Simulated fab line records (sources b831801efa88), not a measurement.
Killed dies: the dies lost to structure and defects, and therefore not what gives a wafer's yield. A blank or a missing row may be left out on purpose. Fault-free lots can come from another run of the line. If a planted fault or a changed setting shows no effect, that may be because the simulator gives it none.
fab line records	flow sky130
[record] lots = 6	wafers = 18	last-day = 50
route steps=708 shown SONOS_ONO@176 GATE_OXIDE@187 POLY_GATE@204 PAD_OPEN@708
lots that met no fault: taken from a fault-free run of the same line
start-h: the number of hours between the record's first day and the start of the first shown wafer of the lot	wait-h: hours since the lot's step before	" identical to the entry in the row above	L1.1+2: several wafers, shown together as one row	- no value, or no start was given	* or withheld: withheld	< > ~ a bound
route shown NAME@n: a module of which the file shows steps, and the number in the route of the first	usual: the fault-free wafers' mean and standard deviation	same: alike in all rows	chamber/n: place in a boat	sites: the reading at each site	_std_site: the values' standard deviation	_edge_site: outer sites' mean less inner sites'	radius-mm: for every site, how far away it sits from the centre of the wafer	mask NAME#n: copy n	behind: the most recent tool/chamber to have shaped the wafer	hold: what put the lot on hold/how long, in hours/how the hold closed	device: the n, p or np transistor that did not switch	end of line: at the end of the route, the tests of the same wafers	a step without rows: its recipe alone	killed: dies that structure and defects cost at the first sort, which is not the same as the wafer's yield	map: shows each die of a wafer: x if killed, . if not, _ if none is there
set.NAME: the run value of the setting; set.NAME@STEP: its run value at that earlier step	model.NAME: the simulator's own value behind a step, which no gauge read
lots at selected steps of the route; one table per step, one row per wafer
services: when a tool's chamber went out of use (start-h, in hours from the record's first day, below 0 if earlier), for how many hours, and the reason
[[steps]]
[step SKY_SONOS_ONO_COAT_08]
[recipe] resist = NOVOLAK	spin-rpm = 3000	resist-thk-nm = 1140
[step SKY_SONOS_ONO_SOFTBAKE_09]
[recipe] temp-c = 90	time-s = 60	resist = NOVOLAK
[step SKY_SONOS_ONO_EXPOSE_10]
[recipe] mask-id = ONOM	target-cd-nm = 410	na = 0.6	source-shape = conventional	sigma-outer = 0.6	dose-mj = 150
[step SKY_SONOS_ONO_PEB_11]
[recipe] temp-c = withheld	time-s = *	resist = NOVOLAK
[step SKY_SONOS_ONO_DEVELOP_12]
[recipe] develop-time-s = 60	dev-temp-c = 23
[step SKY_SONOS_ONO_CD_MEAS_13]
[recipe] target-cd-nm = 410
[usual] cd-nm = 409.7/2.3
lot.wafer	tool	chamber	start-h	wait-h	cd-nm
L761.2	cd-sem-01	-	284.71	0.1	409.3
L761.4	"	-	"	"	411.7
L761.5	"	-	"	"	411.0
L773.1	cd-sem-01	-	376.14	0.1	409.0
L773.2	"	-	"	"	408.5
L773.3	"	-	"	"	409.3
L776.2	cd-sem-01	-	401.81	0.1	409.9
L776.3	"	-	"	"	411.2
L776.5	"	-	"	"	411.6
L779.1	cd-sem-02	-	424.14	0.1	412.6
L779.2	"	-	"	"	413.3
L779.3	"	-	"	"	411.5
L783.1	cd-sem-02	-	466.63	0.1	408.1
L783.4	"	-	"	"	408.0
L783.6	"	-	"	"	406.7
L784.4	cd-sem-02	-	471.75	0.1	406.8
L784.5	"	-	"	"	405.6
L784.6	"	-	"	"	407.7
[step SKY_SONOS_ONO_OVL_MEAS_14]
[usual] SONOS_ONO_OVL = 0.1/1.4
lot.wafer	tool	chamber	start-h	wait-h	SONOS_ONO_OVL[nm]
L761.2	overlay-01	-	284.81	0.1	-1.1
L761.4	"	-	"	"	-1.2
L761.5	"	-	"	"	-0.9
L773.1	overlay-01	-	376.26	0.1	-0.6
L773.2	"	-	"	"	-1.2
L773.3	"	-	"	"	-2.4
L776.2	overlay-01	-	401.91	0.1	-0.6
L776.3	"	-	"	"	-1.0
L776.5	"	-	"	"	-0.9
L779.1	overlay-01	-	424.26	0.1	1.9
L779.2	"	-	"	"	-0.6
L779.3	"	-	"	"	-0.1
L783.1	overlay-02	-	466.75	0.1	1.1
L783.4	"	-	"	"	0.9
L783.6	"	-	"	"	-0.1
L784.4	overlay-02	-	471.82	0.1	0.5
L784.5	"	-	"	"	0.7
L784.6	"	-	"	"	0.6
[step SKY_SONOS_ONO_ETCH_15]
[recipe] target-depth-nm = 19.52	chemistry = CHF3/O2	source-w = 600	bias-w = 200	pressure-mtorr = 40	chf3-flow-sccm = 50	O2_flow_sccm = 5	time-s = 8.101
[usual] O2_flow_sccm = 5.000/0.015	drypump-motor-current-A = 5.6/0.37	oes-product-au = 1.000/0.012	throttle-valve-pct = 8.825/0.01
lot.wafer	tool	chamber	start-h	wait-h	O2_flow_sccm	drypump-motor-current-A	oes-product-au	rf-hours-counter-h	throttle-valve-pct
L761.2	rie-diel-01	1	284.84	0.0	4.979	5.7	0.995	78	8.829
L761.4	"	2	"	"	4.986	5.8	0.989	-	8.818
L761.5	"	1	"	"	4.994	5.7	1.003	-	8.810
L773.1	rie-diel-02	0	376.29	0.0	5.000	5.2	1.010	45	8.819
L773.2	"	1	"	"	5.005	5.5	1.001	75	8.833
L773.3	"	2	"	"	4.992	6.0	1.010	17	8.829
L776.2	rie-diel-02	3	401.94	0.0	4.997	5.2	1.013	7	8.798
L776.3	"	2	"	"	5.009	6.0	0.988	18	8.825
L776.5	"	3	"	"	5.006	5.2	0.991	-	8.814
L779.1	rie-diel-04	1	424.29	0.0	5.041	5.7	0.988	63	8.832
L779.2	"	2	"	"	5.001	5.3	1.013	75	8.830
L779.3	"	3	"	"	4.979	6.0	0.984	68	8.810
L783.1	rie-diel-02	1	466.79	0.0	5.012	5.5	1.006	76	8.817
L783.4	"	3	"	"	4.990	5.2	0.991	8	8.832
L783.6	"	2	"	"	5.019	6.1	1.007	-	8.833
L784.4	rie-diel-04	1	471.84	0.0	5.005	5.7	0.988	64	8.813
L784.5	"	3	"	"	5.002	6.0	0.991	-	8.835
L784.6	"	2	"	"	5.022	5.3	1.006	-	8.843
[step SKY_SONOS_ONO_WET_ETCH_16]
[recipe] chemistry = dHF	target-depth-nm = 14	dry = n2-spin	target = SiO2	dilution = 100:1	temp-c = 25	time-s = 280
[step SKY_SONOS_ONO_STRIP_17]
[recipe] chemistry = O2/N2	power-w = 1400	pressure-mtorr = 1500	platen-temp-c = withheld	o2-flow-sccm = 3000	n2-flow-sccm = 300	overash-fraction = 0.5
[usual] drypump-motor-current-A = 5.8/0.32	oes-product-au = 0.710/0.0053	strip-time-to-endpoint-s = 14.09/0.036
lot.wafer	tool	chamber	start-h	wait-h	drypump-motor-current-A	oes-product-au	rf-hours-counter-h	strip-time-to-endpoint-s
L761.2	plasma-asher-03	1	284.95	0.0	6.3	0.721	49	14.06
L761.4	"	1	"	"	6.3	0.703	-	14.11
L761.5	"	0	"	"	5.2	0.707	-	14.10
L773.1	plasma-asher-01	0	376.40	0.0	5.5	0.711	26	14.10
L773.2	"	1	"	"	6.1	0.709	26	14.11
L773.3	"	0	"	"	5.5	0.702	-	14.11
L776.2	plasma-asher-01	0	402.06	0.0	5.5	0.703	29	14.13
L776.3	"	1	"	"	6.1	0.710	-	14.12
L776.5	"	0	"	"	5.5	0.717	-	14.16
L779.1	plasma-asher-03	1	424.41	0.0	6.3	0.707	61	14.13
L779.2	"	0	"	"	5.2	0.712	61	14.13
L779.3	"	1	"	"	6.3	0.708	-	14.09
L783.1	plasma-asher-01	0	466.89	0.0	5.5	0.708	36	14.14
L783.4	"	0	"	"	5.5	0.716	-	14.14
L783.6	"	1	"	"	6.1	0.712	-	14.11
L784.4	plasma-asher-02	0	471.98	0.0	5.5	0.721	-	14.13
L784.5	"	0	"	"	5.5	0.715	-	14.09
L784.6	"	1	"	"	5.9	0.705	-	14.10
[step SKY_SONOS_ONO_WET_ETCH_18]
[recipe] chemistry = H3PO4	target-depth-nm = 15	target = Si3N4	temp-c = 160	time-s = 172
[step SKY_GATE_OXIDE_CLEAN_00]
[recipe] chemistry = SC1/SC2	mix = 1:4:20	temp-c = 70	time-s = 150	dry = n2-spin
[step SKY_GATE_OXIDE_OXIDATION_01]
[recipe] temp-c = 900	ambient = O2	stabilise-s = 600	purge-s = 300	target-thk-a = 102.68	ox-time-s = 1473
[usual] spike-tc-centre-C = 901.1/1.1	zone-power-centre-pct = 20.1/2.6
lot.wafer	tool	chamber	start-h	wait-h	spike-tc-centre-C	zone-power-centre-pct	model.SiO2_of_GATE_OXIDE_OXIDATION_01.thk-nm
L761.2	furnace-02	0	285.16	0.0	901.6	23.1	10.55
L761.4	"	0	"	"	902.2	22.6	10.63
L761.5	"	0	"	"	899.9	22.5	10.43
L773.1	furnace-01	0	377.28	0.7	900.7	17.5	10.18
L773.2	"	0	"	"	901.1	17.4	10.29
L773.3	"	0	"	"	901.0	17.8	10.07
L776.2	furnace-01	0	403.10	0.8	900.1	17.7	9.2
L776.3	"	0	"	"	902.0	17.8	9.338
L776.5	"	0	"	"	900.8	17.5	9.289
L779.1	furnace-01	0	424.90	0.3	900.9	17.7	9.552
L779.2	"	0	"	"	898.9	17.7	9.584
L779.3	"	0	"	"	900.1	17.4	9.719
L783.1	furnace-02	0	470.22	3.1	900.5	23.0	10.09
L783.4	"	0	"	"	900.9	22.9	9.902
L783.6	"	0	"	"	901.8	22.5	10.2
L784.4	furnace-02	0	472.15	0.0	901.0	22.5	10.32
L784.5	"	0	"	"	903.4	22.5	10.22
L784.6	"	0	"	"	903.1	22.7	10.38
[step SKY_GATE_OXIDE_THK_MEAS_02]
[recipe] reads = SiO2_of_GATE_OXIDE_OXIDATION_01
[usual] GATE_OXIDE_OXIDATION_00_THK = 10.25/0.18
lot.wafer	tool	chamber	start-h	wait-h	hold	GATE_OXIDE_OXIDATION_00_THK[nm]
L761.2	film-metro-04	-	286.58	0.0	-	10.49
L761.4	"	-	"	"	-	10.68
L761.5	"	-	"	"	-	10.43
L773.1	film-metro-04	-	378.69	0.0	-	10.13
L773.2	"	-	"	"	-	10.29
L773.3	"	-	"	"	-	10.04
L776.2	film-metro-02	-	404.52	0.0	await-dispo/0.2h/release	9.17
L776.3	"	-	"	"	await-dispo/0.2h/release	9.37
L776.5	"	-	"	"	await-dispo/0.2h/release	9.29
L776.2	film-metro-02	-	404.74	0.2	-	9.21
L776.3	"	-	"	"	-	9.34
L776.5	"	-	"	"	-	9.26
L779.1	film-metro-04	-	426.31	0.0	await-dispo/0.2h/release	9.50
L779.2	"	-	"	"	await-dispo/0.2h/release	9.59
L779.3	"	-	"	"	await-dispo/0.2h/release	9.70
L779.1	film-metro-04	-	426.53	0.2	-	9.55
L779.2	"	-	"	"	-	9.58
L779.3	"	-	"	"	-	9.71
L783.1	film-metro-02	-	471.63	0.0	-	10.08
L783.4	"	-	"	"	-	9.96
L783.6	"	-	"	"	-	10.19
L784.4	film-metro-01	-	473.59	0.0	-	10.32
L784.5	"	-	"	"	-	10.25
L784.6	"	-	"	"	-	10.41
[step SKY_GATE_OXIDE_HMDS_04]
[recipe] prime-time-s = 60	prime-temp-c = 120
[step SKY_GATE_OXIDE_COAT_05]
[recipe] resist = NOVOLAK	spin-rpm = 3000	resist-thk-nm = 1140
[step SKY_GATE_OXIDE_SOFTBAKE_06]
[recipe] temp-c = 90	time-s = 58.68	resist = NOVOLAK
[step SKY_GATE_OXIDE_EXPOSE_07]
[recipe] mask-id = LVOM	na = 0.6	source-shape = conventional	sigma-outer = 0.6	polarization = unpolarized	target-cd-nm = 600	dose-mj = 170
[step SKY_GATE_OXIDE_PEB_08]
[recipe] temp-c = withheld	time-s = *	resist = NOVOLAK
[step SKY_GATE_OXIDE_DEVELOP_09]
[recipe] resist = NOVOLAK	developer = TMAH	develop-time-s = 60	dev-temp-c = 23
[step SKY_GATE_OXIDE_OVL_MEAS_10]
[usual] GATE_OXIDE_OVL = 0.8/1.4
lot.wafer	tool	chamber	start-h	wait-h	GATE_OXIDE_OVL[nm]
L761.2	overlay-01	-	311.24	0.1	1.6
L761.4	"	-	"	"	-1.8
L761.5	"	-	"	"	0.0
L773.1	overlay-02	-	407.79	0.1	-0.5
L773.2	"	-	"	"	1.5
L773.3	"	-	"	"	1.1
L776.2	overlay-01	-	433.88	0.1	0.2
L776.3	"	-	"	"	1.7
L776.5	"	-	"	"	1.5
L779.1	overlay-02	-	457.54	0.1	2.1
L779.2	"	-	"	"	0.6
L779.3	"	-	"	"	2.7
L783.1	overlay-02	-	501.18	0.1	-0.1
L783.4	"	-	"	"	0.3
L783.6	"	-	"	"	1.2
L784.4	overlay-01	-	503.69	0.1	3.1
L784.5	"	-	"	"	2.5
L784.6	"	-	"	"	4.6
[step SKY_GATE_OXIDE_IMPLANT_11]
[recipe] species = B	energy-kev = 10	dose-cm2 = 2.6e+12	tilt-deg = withheld
[step SKY_GATE_OXIDE_WET_ETCH_12]
[recipe] chemistry = dHF	target-depth-nm = 16.8	dry = n2-spin	target = SiO2	dilution = 100:1	temp-c = 25	time-s = 336
[step SKY_GATE_OXIDE_STRIP_13]
[recipe] chemistry = O2/N2	power-w = 1400	pressure-mtorr = 1500	platen-temp-c = withheld	o2-flow-sccm = 3000	n2-flow-sccm = 300	overash-fraction = 0.5
[usual] drypump-motor-current-A = 6.1/0.5	oes-product-au = 0.716/0.0044	strip-time-to-endpoint-s = 14.19/0.039
lot.wafer	tool	chamber	start-h	wait-h	drypump-motor-current-A	oes-product-au	rf-hours-counter-h	strip-time-to-endpoint-s
L761.2	plasma-asher-04	1	311.52	0.0	6.7	0.712	63	14.19
L761.4	"	0	"	"	6.2	0.707	-	14.16
L761.5	"	1	"	"	6.7	0.729	-	14.19
L773.1	plasma-asher-01	1	408.08	0.0	6.1	0.720	30	14.15
L773.2	"	0	"	"	5.5	0.723	30	14.20
L773.3	"	0	"	"	5.5	0.715	-	14.16
L776.2	plasma-asher-01	1	434.17	0.0	6.1	0.722	33	14.17
L776.3	"	0	"	"	5.5	0.719	-	14.20
L776.5	"	0	"	"	5.5	0.715	-	14.21
L779.1	plasma-asher-04	1	457.83	0.0	6.7	0.709	77	14.15
L779.2	"	0	"	"	6.2	0.715	77	14.14
L779.3	"	1	"	"	6.7	0.718	-	14.15
L783.1	plasma-asher-04	1	501.48	0.0	6.7	0.720	83	14.16
L783.4	"	0	"	"	6.2	0.716	-	14.20
L783.6	"	0	"	"	6.2	0.712	-	14.21
L784.4	plasma-asher-01	1	504.00	0.0	6.1	0.711	-	14.26
L784.5	"	1	"	"	6.1	0.723	-	14.18
L784.6	"	0	"	"	5.5	0.711	-	14.18
[step SKY_GATE_OXIDE_TW_MEAS_14]
[usual] GATE_OXIDE_TW = 225.3/0.97
lot.wafer	tool	chamber	start-h	wait-h	hold	GATE_OXIDE_TW
L761.2	film-metro-02	-	311.63	0.1	-	224.4
L761.4	"	-	"	"	-	226.9
L761.5	"	-	"	"	-	225.9
L773.1	film-metro-04	-	408.18	0.1	-	226.1
L773.2	"	-	"	"	-	225.3
L773.3	"	-	"	"	-	226.2
L776.2	film-metro-01	-	434.28	0.1	await-dispo/0.2h/release	225.2
L776.3	"	-	"	"	await-dispo/0.2h/release	225.2
L776.5	"	-	"	"	await-dispo/0.2h/release	225.6
L776.2	film-metro-01	-	434.51	0.2	-	224.2
L776.3	"	-	"	"	-	224.6
L776.5	"	-	"	"	-	223.7
L779.1	film-metro-04	-	457.93	0.1	await-dispo/0.2h/release	225.4
L779.2	"	-	"	"	await-dispo/0.2h/release	225.3
L779.3	"	-	"	"	await-dispo/0.2h/release	226.8
L779.1	film-metro-04	-	458.15	0.2	-	223.6
L779.2	"	-	"	"	-	226.1
L779.3	"	-	"	"	-	226.2
L783.1	film-metro-02	-	501.58	0.1	-	225.1
L783.4	"	-	"	"	-	225.3
L783.6	"	-	"	"	-	226.3
L784.4	film-metro-02	-	504.09	0.1	-	226.5
L784.5	"	-	"	"	-	224.0
L784.6	"	-	"	"	-	223.0
[step SKY_GATE_OXIDE_OXIDATION_16]
[recipe] temp-c = 800	ambient = O2	idle-temp-c = 700	ramp-up-c-per-min = 10	ramp-down-c-per-min = 3	stabilise-s = 600	purge-s = 300	target-thk-a = 35.7	ox-time-s = 1915
[usual] spike-tc-centre-C = 801.4/1.2	zone-power-centre-pct = 16.1/2
lot.wafer	tool	chamber	start-h	wait-h	spike-tc-centre-C	zone-power-centre-pct	model.SiO2_of_GATE_OXIDE_OXIDATION_01.thk-nm
L761.2	furnace-01	0	314.08	2.3	798.1	13.7	11.88
L761.4	"	0	"	"	800.4	13.6	11.96
L761.5	"	0	"	"	800.4	13.9	11.76
L773.1	furnace-02	0	408.29	0.0	801.9	17.7	11.56
L773.2	"	0	"	"	802.8	17.6	11.67
L773.3	"	0	"	"	801.5	18.2	11.5
L776.2	furnace-01	0	437.39	0.4	800.3	13.8	10.65
L776.3	"	0	"	"	800.3	13.8	10.76
L776.5	"	0	"	"	802.0	13.7	10.7
L779.1	furnace-01	0	461.09	0.7	800.3	13.9	11
L779.2	"	0	"	"	799.5	13.9	10.98
L779.3	"	0	"	"	800.4	13.9	11.13
L783.1	furnace-02	0	501.69	0.0	801.1	18.0	11.47
L783.4	"	0	"	"	801.9	17.7	11.28
L783.6	"	0	"	"	801.3	17.7	11.58
L784.4	furnace-01	0	504.18	0.0	801.0	13.7	11.67
L784.5	"	0	"	"	801.7	13.8	11.58
L784.6	"	0	"	"	800.7	13.7	11.75
[step SKY_POLY_GATE_CVD_00]
[recipe] material = poly-Si	target-thk-nm = 180	temp-c = 620	time-s = 720	pressure-mtorr = 200
[step SKY_PAD_OPEN_PROBE_99]
[usual] killed_at_M0_to_M3 = 43/7.7	killed_at_M4_up = 2.9/1.7	killed-at-contacts = 24/5.5	killed-at-front-end = 15/4	killed-at-other = 0.4/0.66	killed-dies = 86/9.4	killed-open = 47/6.7	killed-short = 38/6.2
[same] gross-dies = 492	killed-at-back-side = 0
lot.wafer	tool	chamber	start-h	wait-h	killed_at_M0_to_M3	killed_at_M4_up	killed-at-contacts	killed-at-front-end	killed-at-other	killed-dies	killed-open	killed-short	model.etest.nfet_16v.r-on-ohm-um	model.etest.pfet-g5v0d10v5.r-on-ohm-um	model.etest.tip-sonos.rs-ohm-sq	model.etest.nfet-g5v0d10v5.r-on-ohm-um	model.etest.nfet-g5v0d10v5.drive-ua-um	model.etest.nfet_05v0_nvt.drive-ua-um	model.etest.pfet-g5v0d10v5.drive-ua-um	model.etest.nfet_16v.drive-ua-um
L761.2	prober-02	-	1074.36	0.1	53	3	19	10	0	85	50	35	1.456e+04	4805	2707	1931	590.2	562.4	337.3	212.7
L761.4	prober-02	-	1074.46	0.2	53	3	24	14	0	94	50	43	1.468e+04	4837	2700	1921	581.7	558.3	337.1	209.6
L761.5	prober-02	-	1074.51	0.2	51	2	31	14	0	98	51	47	1.449e+04	4737	2652	1929	592.5	562.9	344	214.3
L773.1	prober-02	-	1144.81	0.1	53	6	26	16	0	101	53	47	1.411e+04	4696	2645	1855	609.9	573	348.3	221.1
L773.2	prober-02	-	1144.86	0.1	40	0	18	19	1	78	39	39	1.418e+04	4741	2675	1894	603.9	571	342.9	217.8
L773.3	prober-02	-	1144.91	0.2	48	5	16	12	0	81	41	40	1.411e+04	4752	2643	1867	608.6	576.3	344.5	219.6
L776.2	prober-01	-	1164.68	0.1	53	1	18	18	0	90	50	40	1.375e+04	4550	2433	1812	648.6	609.8	365.4	238.7
L776.3	prober-01	-	1164.73	0.2	37	3	28	14	0	82	48	34	1.382e+04	4602	2446	1854	645	614	358.6	236.8
L776.5	prober-01	-	1164.83	0.2	48	1	32	10	0	91	52	39	1.382e+04	4618	2423	1829	644.4	611.9	360.7	236.8
L779.1	prober-02	-	1172.45	0.1	43	1	29	13	0	86	48	38	1.36e+04	4650	2475	1839	631.3	603.5	348.9	238
L779.2	prober-02	-	1172.50	0.1	48	2	21	10	1	82	46	35	1.352e+04	4681	2509	1819	639.6	609.5	352.3	237.1
L779.3	prober-02	-	1172.55	0.2	60	1	15	12	2	90	45	44	1.363e+04	4698	2523	1832	629.4	601.4	349.3	233.1
L783.1	prober-02	-	1199.36	0.1	44	5	31	14	0	94	50	44	1.373e+04	4722	2571	1860	614	580.6	345.6	225.4
L783.4	prober-02	-	1199.51	0.2	34	5	23	11	0	73	49	24	1.379e+04	4618	2487	1834	620.1	591.3	351.2	227.7
L783.6	prober-02	-	1199.61	0.2	35	5	28	9	0	77	42	35	1.403e+04	4751	2597	1852	611	573.3	340.7	223.7
L784.4	prober-01	-	1200.41	0.2	47	4	26	11	2	90	47	43	1.406e+04	4707	2627	1867	600.2	572.5	344.2	221.6
L784.5	prober-01	-	1200.46	0.2	31	3	20	9	1	64	42	22	1.409e+04	4743	2603	1873	607	577.3	345	222.4
L784.6	prober-01	-	1200.51	0.2	51	4	20	13	2	90	51	39	1.417e+04	4668	2616	1869	599	567.5	347.5	220.6
// killed by level:class
L761.2 VIA1:geometric-particle:open=15 CONTACT:geometric-particle:open=11 VIA3:geometric-particle:open=9 METAL2:geometric-particle:short=8 METAL1:geometric-particle:short=5 CONTACT:geometric-particle:short=4 VIA1:geometric-particle:short=4 VIA2:geometric-particle:open=4
L761.4 VIA1:geometric-particle:open=18 LI_CONTACT:geometric-particle:open=11 VIA1:geometric-particle:short=9 CONTACT:geometric-particle:open=7 METAL2:geometric-particle:short=5 FIELD_ISO:geometric-particle:short=4 POLY_GATE:geometric-particle:short=4 METAL3:geometric-particle:short=4
L761.5 CONTACT:geometric-particle:short=10 LI_CONTACT:geometric-particle:open=9 CONTACT:geometric-particle:open=8 VIA1:geometric-particle:short=8 VIA1:geometric-particle:open=7 METAL2:geometric-particle:short=7 FIELD_ISO:geometric-particle:open=5 METAL1:geometric-particle:short=5
L773.1 CONTACT:geometric-particle:open=14 VIA1:geometric-particle:open=11 VIA1:geometric-particle:short=8 LI_CONTACT:geometric-particle:open=7 VIA3:geometric-particle:open=7 METAL1:geometric-particle:short=6 VIA2:geometric-particle:open=6 FIELD_ISO:geometric-particle:short=5
L773.2 VIA1:geometric-particle:open=8 POLY_GATE:geometric-particle:open=6 LOCAL_INTERCONNECT:geometric-particle:short=6 METAL2:geometric-particle:short=6 LI_CONTACT:geometric-particle:open=5 VIA2:geometric-particle:short=5 VIA2:geometric-particle:open=5 FIELD_ISO:geometric-particle:short=4
L773.3 VIA1:geometric-particle:open=12 VIA2:geometric-particle:open=7 METAL1:geometric-particle:short=6 METAL2:geometric-particle:short=6 CONTACT:geometric-particle:short=5 CONTACT:geometric-particle:open=5 VIA3:geometric-particle:short=5 VIA1:geometric-particle:short=5
L776.2 VIA1:geometric-particle:open=13 METAL1:geometric-particle:short=9 LI_CONTACT:geometric-particle:open=8 CONTACT:geometric-particle:open=7 FIELD_ISO:geometric-particle:short=6 VIA2:geometric-particle:open=6 VIA3:geometric-particle:open=6 VIA2:geometric-particle:short=5
L776.3 VIA1:geometric-particle:open=13 CONTACT:geometric-particle:open=9 VIA2:geometric-particle:open=7 LOCAL_INTERCONNECT:geometric-particle:short=6 CONTACT:geometric-particle:short=6 FIELD_ISO:geometric-particle:short=3 LOCAL_INTERCONNECT:geometric-particle:open=3 METAL1:geometric-particle:open=3
L776.5 LI_CONTACT:geometric-particle:open=10 METAL1:geometric-particle:short=10 LOCAL_INTERCONNECT:geometric-particle:short=9 VIA1:geometric-particle:open=9 VIA3:geometric-particle:open=7 CONTACT:geometric-particle:open=6 VIA2:geometric-particle:open=6 POLY_GATE:geometric-particle:open=5
L779.1 VIA1:geometric-particle:open=14 LI_CONTACT:geometric-particle:open=10 CONTACT:geometric-particle:short=8 CONTACT:geometric-particle:open=6 VIA2:geometric-particle:open=6 FIELD_ISO:geometric-particle:open=5 METAL2:geometric-particle:short=5 POLY_GATE:geometric-particle:short=4
L779.2 VIA1:geometric-particle:open=16 VIA1:geometric-particle:short=7 LI_CONTACT:geometric-particle:open=6 CONTACT:geometric-particle:open=6 METAL1:geometric-particle:short=5 METAL2:geometric-particle:short=5 VIA2:geometric-particle:open=4 VIA3:geometric-particle:short=4
L779.3 VIA2:geometric-particle:open=10 METAL2:geometric-particle:short=8 VIA3:geometric-particle:open=7 METAL1:geometric-particle:short=7 VIA1:geometric-particle:short=6 CONTACT:geometric-particle:open=6 VIA1:geometric-particle:open=6 POLY_GATE:geometric-particle:short=5
L783.1 LOCAL_INTERCONNECT:geometric-particle:short=12 VIA1:geometric-particle:open=11 CONTACT:geometric-particle:open=9 METAL2:geometric-particle:short=8 VIA2:geometric-particle:open=6 VIA1:geometric-particle:short=6 VIA3:geometric-particle:open=6 FIELD_ISO:geometric-particle:open=5
L783.4 VIA1:geometric-particle:open=9 CONTACT:geometric-particle:open=7 LI_CONTACT:geometric-particle:open=6 VIA2:geometric-particle:open=6 VIA3:geometric-particle:open=5 FIELD_ISO:geometric-particle:open=4 LOCAL_INTERCONNECT:geometric-particle:short=4 POLY_GATE:geometric-particle:open=3
L783.6 LI_CONTACT:geometric-particle:open=9 CONTACT:geometric-particle:open=9 VIA2:geometric-particle:open=7 METAL1:geometric-particle:short=5 VIA3:geometric-particle:open=5 LOCAL_INTERCONNECT:geometric-particle:short=4 CONTACT:geometric-particle:short=4 VIA2:geometric-particle:short=4
L784.4 CONTACT:geometric-particle:open=11 VIA2:geometric-particle:open=8 METAL2:geometric-particle:short=7 VIA3:geometric-particle:open=7 LOCAL_INTERCONNECT:geometric-particle:short=5 VIA1:geometric-particle:open=5 LI_CONTACT:geometric-particle:open=4 CONTACT:geometric-particle:short=4
L784.5 VIA1:geometric-particle:open=13 LI_CONTACT:geometric-particle:open=7 CONTACT:geometric-particle:open=6 VIA2:geometric-particle:open=6 CONTACT:geometric-particle:short=4 FIELD_ISO:geometric-particle:open=3 POLY_GATE:geometric-particle:short=3 METAL1:geometric-particle:short=3
L784.6 VIA1:geometric-particle:open=10 VIA2:geometric-particle:open=9 METAL1:geometric-particle:short=9 CONTACT:geometric-particle:open=8 METAL2:geometric-particle:short=7 LI_CONTACT:geometric-particle:open=5 VIA3:geometric-particle:open=5 FIELD_ISO:geometric-particle:open=4
[[services]]
tool	chamber	start-h	hours	kind
plasma-asher-02	-	282.24	3.0	repair
plasma-asher-03	-	285.98	6.6	repair
rie-diel-01	1	301.70	4.4	repair
rie-diel-02	3	308.32	2.8	repair
furnace-02	-	323.59	4.8	repair
furnace-01	-	350.37	3.7	pm
plasma-asher-03	-	352.82	8.9	repair
rie-diel-02	2	360.90	2.2	repair
plasma-asher-03	-	364.48	7.3	repair
furnace-02	-	378.15	4.3	pm
rie-diel-01	0	381.96	5.3	repair
plasma-asher-04	-	384.16	4.2	repair
plasma-asher-02	-	385.04	21.0	repair
rie-diel-04	-	389.13	14.6	pm
rie-diel-01	1	389.61	6.0	repair
rie-diel-01	3	390.66	3.3	repair
furnace-01	-	411.96	7.2	pm
plasma-asher-02	-	421.25	9.0	pm
plasma-asher-01	-	458.78	8.1	repair
furnace-02	-	464.46	4.5	repair
plasma-asher-03	-	475.92	3.0	repair
plasma-asher-03	-	492.63	7.9	repair
furnace-02	-	495.13	3.3	pm
rie-diel-02	0	501.77	2.9	repair
[[key]]
[first-sign] step = SKY_GATE_OXIDE_THK_MEAS_02	reading = visit	direction = added
[effect] step = SKY_GATE_OXIDE_THK_MEAS_02	reading = GATE_OXIDE_OXIDATION_00_THK	direction = down	sigmas = 4.6	usual = 10.25	struck = 9.44
[effect] step = SKY_GATE_OXIDE_TW_MEAS_14	reading = visit	direction = added
[model-effect] step = SKY_GATE_OXIDE_OXIDATION_01	value = SiO2_of_GATE_OXIDE_OXIDATION_01.thk-nm	without = 10.33	struck = 9.447
[model-effect] step = SKY_GATE_OXIDE_OXIDATION_16	value = SiO2_of_GATE_OXIDE_OXIDATION_01.thk-nm	without = 11.68	struck = 10.87
[model-effect] step = SKY_PAD_OPEN_PROBE_99	value = etest.nfet_16v.r-on-ohm-um	without = 1.413e+04	struck = 1.369e+04
met-at SKY_GATE_OXIDE_OXIDATION_01
struck-wafers L776.2,L776.3,L776.5,L779.1,L779.2,L779.3
tester-left-out L776,L779
onset-between 377.28 403.10
[fault] kind = process-parameter-drift	tool = furnace-01	chamber = -	onset-h = 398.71	steps = SKY_GATE_OXIDE_OXIDATION_01	channel = ox-time-s	offset = *	shape = step	end-h = 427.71	acts-in = *	stated = *
// tester-left-out: of these lots the tester's yield and bins aren't shown, on N5 and GAA mostly nor the transistor test; their killed dies are dies lost to structure and defects alone, not to doping, threshold or leakage, so they don't give the yield
